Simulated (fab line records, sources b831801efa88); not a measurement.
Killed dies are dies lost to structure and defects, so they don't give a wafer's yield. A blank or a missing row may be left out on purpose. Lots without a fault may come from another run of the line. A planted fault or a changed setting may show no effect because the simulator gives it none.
Problem report in the 8D (eight disciplines) form, filled by code | flow gf180mcu | the parts of the form that need people (team, actions taken, sign-off) are left out

1. THE PROBLEM
LVPWELL_RS at GF_VT_IMPLANT_RS_MEAS_48 reads a mean of 1154 ohm/sq on 3 wafers of 3 lots; wafers without a fault read 1197 ohm/sq with a standard deviation of 3.4. That is -13 standard deviations from the usual mean.
The step: measures by four-point-probe.
First seen on wafer L756.5, day 12 10:14, on film_metro-03. The record holds 36 wafers of 13 lots with a number at this step. Rule for "out", or "out of limits": more than 4 standard deviations from the usual mean. The other wafers with a number count as sound.

2. WHAT IT IS AND WHAT IT IS NOT
question                    | is                           | is not
which readings at this step | LVPWELL_RS                   | -
which lots                  | L756, L758, L759             | L740, L741, L744, L745, L746, L748, L753, L760, L761, L762
which wafers of those lots  | L756.5, L758.4, L759.5       | L756.2, L758.2, L759.6
read on which gauges        | film_metro-03, film_metro-04 | film_metro-02
when                        | from day 12 10:14            | up to then (22 sound wafers); but 11 sound wafers of L758, L759, L760, L761, L762 came after

3. SUSPECTS, AND WHAT RULES EACH OUT
Counting: a tool at a process step up to the reading stays a suspect if it ran every lot that is out. Sound lots after the first of them don't rule it out here, since some wafers of a struck lot are sound.
- the gauge at GF_VT_IMPLANT_RS_MEAS_48: ruled out. The wafers that are out were read on 2 gauges (film_metro-03, film_metro-04).
- implanter-01 at GF_LVPWELL_IMPLANT_09: kept. It ran every lot that is out, first L756 (day 7 22:40); its last sound lot up to then is L748 (day 5 22:49). Its own readings are out on those wafers: beam_on_s, faraday_current_uA.
Left after counting: implanter-01 at GF_LVPWELL_IMPLANT_09.

4. THE CAUSE (what the simulator had put in)
Process parameter drift: implanter-01, from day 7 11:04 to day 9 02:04, at GF_LVPWELL_IMPLANT_09. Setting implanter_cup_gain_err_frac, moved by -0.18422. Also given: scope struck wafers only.
Counting left only this tool.

5. THE CHAIN OF EFFECTS, in route order
Each row: a reading whose mean over the struck wafers that have a number lies more than 3 standard deviations from the usual. Only readings for which the record gives a usual standard deviation are gone through. hours: the time from each lot's start at the first step in this table that gives one to its start at this step, as a median over the lots. sigmas: the change in usual standard deviations.
hours | step                     | reading            | usual       | on struck wafers | change | sigmas
0     | GF_LVPWELL_IMPLANT_09    | beam_on_s          | 10.00 s     | 12.42            | +2.42  | +12
0     | GF_LVPWELL_IMPLANT_09    | faraday_current_uA | 28.2        | 22.7             | -5.5   | -9.1
110   | GF_VT_IMPLANT_RS_MEAS_48 | LVPWELL_RS         | 1197 ohm/sq | 1154             | -43    | -13
The process steps in it:
- GF_LVPWELL_IMPLANT_09

6. WHAT WOULD HAVE CAUGHT IT SOONER
In this record the first reading out of limits at a measuring or inspecting step was taken at day 12 10:14, 119 hours after the fault began at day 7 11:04.
The tool's own readings at GF_LVPWELL_IMPLANT_09 were out on every struck wafer that the step has a row for (beam_on_s, faraday_current_uA): an alarm limit on them would have fired on the first of those.
All the lots that are out (3) had begun GF_LVPWELL_IMPLANT_09 on implanter-01 by day 12 10:14. A hold on the tool at that time would have spared none of them.
